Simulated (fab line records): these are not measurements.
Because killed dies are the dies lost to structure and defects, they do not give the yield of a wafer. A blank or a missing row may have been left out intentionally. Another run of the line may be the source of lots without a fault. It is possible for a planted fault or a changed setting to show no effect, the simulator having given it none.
Problem report, 8D (eight disciplines) form, completed by code || flow sky130 || the parts of the form that need people (team, actions taken, sign-off) are left out

== 1. THE ISSUE ==
At SKY_CAP2M_DEVELOP_11, developer-temp-C averages 22.17 C over 6 wafers from 2 lots, while fault-free wafers read 23.04 C, standard deviation 0.11. That puts it -7.9 standard deviations away from the usual mean.
The step: develop time 60 s.
First seen on wafer L144.3, day 44 20:20, on litho-track-01. Wafers with a number at this step in the record: 39, from 13 lots. Rule for "out" (also "out of limits"): further than 4 standard deviations from the usual mean. The rest of the wafers with a number are treated as sound.

== 2. WHAT IT IS AND WHAT IT IS NOT ==
{"question": "which readings at this step", "is": "developer-temp-C", "is not": "-"}
{"question": "which lots", "is": "L144, L147", "is not": "L131, L132, L134, L135, L138, L140, L141, L146, L152, L153, L154"}
{"question": "which wafers of those lots", "is": "all that have a number", "is not": "-"}
{"question": "read on which tools", "is": "litho-track-01", "is not": "litho-track-02, litho-track-03"}
{"question": "when", "is": "from day 44 20:20", "is not": "up to then (21 sound wafers); but 12 sound wafers of L146, L152, L153, L154 came after"}

== 3. SUSPECTS, AND WHAT RULES EACH OUT ==
Counting: a tool stays on the suspect list if, at a process step up to the reading, it processed all lots that are out and no sound lot following the first of them.
- rie-diel-04 at SKY_METAL3_ETCH_17 (etches SiO2 in C4F8/O2/Ar, stops on TiN, time 3.9 s, target depth 15 nm): kept. All lots that are out passed through it, beginning with L144 at day 42 18:44, and no sound lot followed; its final sound lot before that point was L134 at day 39 17:13.
- litho-track-01 at SKY_CAP2M_DEVELOP_11 (develop time 60 s): kept. All lots that are out passed through it, beginning with L144 at day 44 20:20, and no sound lot followed; its final sound lot before that point was L140 at day 43 22:41. On those wafers its own readings are out: developer-temp-C.
After counting, rie-diel-04 at SKY_METAL3_ETCH_17 and litho-track-01 at SKY_CAP2M_DEVELOP_11 remain.

== 4. THE CAUSE (what the simulator had put in) ==
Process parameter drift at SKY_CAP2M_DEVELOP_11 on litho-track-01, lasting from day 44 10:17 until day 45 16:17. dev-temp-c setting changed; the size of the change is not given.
This tool is one of the 2 suspects left after counting.

== 5. THE EFFECT CHAIN, in route order ==
Each row: a reading where the mean over the struck wafers with a number is more than 3 standard deviations away from the usual. Only readings for which the record gives a usual standard deviation are gone through. hours: the time from each lot's start at the first step in this table that gives one to its start at this step, as a median over the lots. sigmas: the change in usual standard deviations.
{"hours": 0, "step": "SKY_CAP2M_DEVELOP_11", "reading": "developer-temp-C", "usual": "23.04 C", "on struck wafers": 22.17, "change": -0.87, "sigmas": -7.9}
The process steps in it:
- SKY_CAP2M_DEVELOP_11: develop time 60 s.

== 6. HOW IT WOULD HAVE BEEN CAUGHT EARLIER ==
The fault began at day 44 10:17; the first out-of-limits reading in this record came at day 44 20:20, 10 hours later.
